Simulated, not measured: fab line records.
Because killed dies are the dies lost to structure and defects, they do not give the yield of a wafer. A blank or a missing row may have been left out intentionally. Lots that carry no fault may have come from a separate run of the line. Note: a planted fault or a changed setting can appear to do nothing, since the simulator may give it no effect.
Check for tools in common || flow gf180mcu || Lots sampled 14, wafers sampled 48

## WHAT PROMPTED THE OPENING
Of 14 lots, 2 have the reading DNWELL_TW flagged at GF_DNWELL_TW_MEAS_09. Fault-free wafers read 1360, with a standard deviation of 10.
Rule: flag the lot when none of its wafers has a number, or when each of its wafers that has one lies beyond 4 standard deviations from that mean. All remaining lots are regarded as sound.

{"lot": "L314", "measured": "day 3 02:28", "on": "filmMetro-04", "DNWELL_TW, wafer by wafer": "1350 1359 1352", "flag": ""}
{"lot": "L315", "measured": "day 3 07:16", "on": "filmMetro-02", "DNWELL_TW, wafer by wafer": "1365 1356 1347", "flag": ""}
{"lot": "L316", "measured": "day 3 10:15", "on": "filmMetro-01", "DNWELL_TW, wafer by wafer": "1355 1357 1354", "flag": ""}
{"lot": "L317", "measured": "day 3 15:41", "on": "filmMetro-01", "DNWELL_TW, wafer by wafer": "1362 1356 1359", "flag": ""}
{"lot": "L320", "measured": "day 4 07:22", "on": "filmMetro-01", "DNWELL_TW, wafer by wafer": "1346 1355 1341", "flag": ""}
{"lot": "L321", "measured": "day 4 13:12", "on": "filmMetro-04", "DNWELL_TW, wafer by wafer": "1363 1365 1374", "flag": ""}
{"lot": "L323", "measured": "day 5 00:48", "on": "filmMetro-04", "DNWELL_TW, wafer by wafer": "1351 1364 1356", "flag": ""}
{"lot": "L324", "measured": "day 5 06:02", "on": "filmMetro-04", "DNWELL_TW, wafer by wafer": "1364 1369 1365", "flag": ""}
{"lot": "L329", "measured": "day 6 09:01", "on": "filmMetro-02", "DNWELL_TW, wafer by wafer": "1449 1459 1459 1464 1452 1456", "flag": "FLAGGED"}
{"lot": "L330", "measured": "day 6 21:10", "on": "filmMetro-04", "DNWELL_TW, wafer by wafer": "1486 1485 1478 1478 1480 1484", "flag": "FLAGGED"}
{"lot": "L332", "measured": "day 7 08:31", "on": "filmMetro-01", "DNWELL_TW, wafer by wafer": "1360 1357 1356", "flag": ""}
{"lot": "L333", "measured": "day 7 11:07", "on": "filmMetro-02", "DNWELL_TW, wafer by wafer": "1346 1354 1354", "flag": ""}
{"lot": "L335", "measured": "day 7 16:34", "on": "filmMetro-01", "DNWELL_TW, wafer by wafer": "1370 1368 1370", "flag": ""}
{"lot": "L336", "measured": "day 8 01:36", "on": "filmMetro-01", "DNWELL_TW, wafer by wafer": "1349 1351 1347", "flag": ""}
The numbers of the flagged lots are 1469 on average: +109 against the usual, or +11 standard deviations.

## LOT BY LOT: THE TOOL USED
The record keeps 1 process step preceding the reading, out of 602 steps on the route. In each cell: the tool, then ch and the chambers that the sampled wafers went through, then the start.
{"lot": "L314", "flag": "", "GF_DNWELL_IMPLANT_07": "implanter-02 ch 0, day 3 02:13"}
{"lot": "L315", "flag": "", "GF_DNWELL_IMPLANT_07": "implanter-04 ch 0, day 3 07:01"}
{"lot": "L316", "flag": "", "GF_DNWELL_IMPLANT_07": "implanter-02 ch 0, day 3 10:01"}
{"lot": "L317", "flag": "", "GF_DNWELL_IMPLANT_07": "implanter-01 ch 0, day 3 15:26"}
{"lot": "L320", "flag": "", "GF_DNWELL_IMPLANT_07": "implanter-04 ch 0, day 4 07:07"}
{"lot": "L321", "flag": "", "GF_DNWELL_IMPLANT_07": "implanter-01 ch 0, day 4 12:58"}
{"lot": "L323", "flag": "", "GF_DNWELL_IMPLANT_07": "implanter-02 ch 0, day 5 00:34"}
{"lot": "L324", "flag": "", "GF_DNWELL_IMPLANT_07": "implanter-04 ch 0, day 5 05:47"}
{"lot": "L329", "flag": "FLAGGED", "GF_DNWELL_IMPLANT_07": "implanter-02 ch 0, day 6 08:47"}
{"lot": "L330", "flag": "FLAGGED", "GF_DNWELL_IMPLANT_07": "implanter-02 ch 0, day 6 20:55"}
{"lot": "L332", "flag": "", "GF_DNWELL_IMPLANT_07": "implanter-04 ch 0, day 7 08:16"}
{"lot": "L333", "flag": "", "GF_DNWELL_IMPLANT_07": "implanter-04 ch 0, day 7 10:52"}
{"lot": "L335", "flag": "", "GF_DNWELL_IMPLANT_07": "implanter-01 ch 0, day 7 16:20"}
{"lot": "L336", "flag": "", "GF_DNWELL_IMPLANT_07": "implanter-04 ch 0, day 8 01:22"}
What is done by these steps:
- GF_DNWELL_IMPLANT_07
- GF_DNWELL_TW_MEAS_09

## FLAGGED AGAINST TOTAL, ONE TOOL AT A TIME (gauges that did the reading follow at the end)
{"step": "GF_DNWELL_IMPLANT_07", "tool": "implanter-01", "lots run": 3, "flagged": 0, "share of the flagged lots": "none", "sound lots run after its first flagged lot": "-"}
{"step": "GF_DNWELL_IMPLANT_07", "tool": "implanter-02", "lots run": 5, "flagged": 2, "share of the flagged lots": "all", "sound lots run after its first flagged lot": 0}
{"step": "GF_DNWELL_IMPLANT_07", "tool": "implanter-04", "lots run": 6, "flagged": 0, "share of the flagged lots": "none", "sound lots run after its first flagged lot": "-"}
{"step": "GF_DNWELL_TW_MEAS_09", "tool": "filmMetro-01", "lots run": 6, "flagged": 0, "share of the flagged lots": "none", "sound lots run after its first flagged lot": "-"}
{"step": "GF_DNWELL_TW_MEAS_09", "tool": "filmMetro-02", "lots run": 3, "flagged": 1, "share of the flagged lots": "some", "sound lots run after its first flagged lot": "1 (L333)"}
{"step": "GF_DNWELL_TW_MEAS_09", "tool": "filmMetro-04", "lots run": 5, "flagged": 1, "share of the flagged lots": "some", "sound lots run after its first flagged lot": 0}

## THE TABLE: WHAT IT ALLOWS
In the table, 1 row covers all flagged lots: implanter-02 at GF_DNWELL_IMPLANT_07.
- implanter-02 at GF_DNWELL_IMPLANT_07: 2 of its 5 lots flagged. A fault beginning between L323 (day 5 00:34), its last sound lot, and L329 (day 6 08:47), its first flagged one, fits the data. Its own readings lie more than 4 standard deviations out on every wafer of the flagged lots: doseIonsCm2, faradayCurrentUA.
One tool is left: implanter-02 at GF_DNWELL_IMPLANT_07.

## WHAT THE SIMULATOR PUT IN
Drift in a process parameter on implanter-02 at GF_DNWELL_IMPLANT_07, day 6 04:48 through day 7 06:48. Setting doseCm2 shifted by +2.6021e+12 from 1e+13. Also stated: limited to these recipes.
Struck lots among those shown: L329, L330. This agrees with what the rule above found.
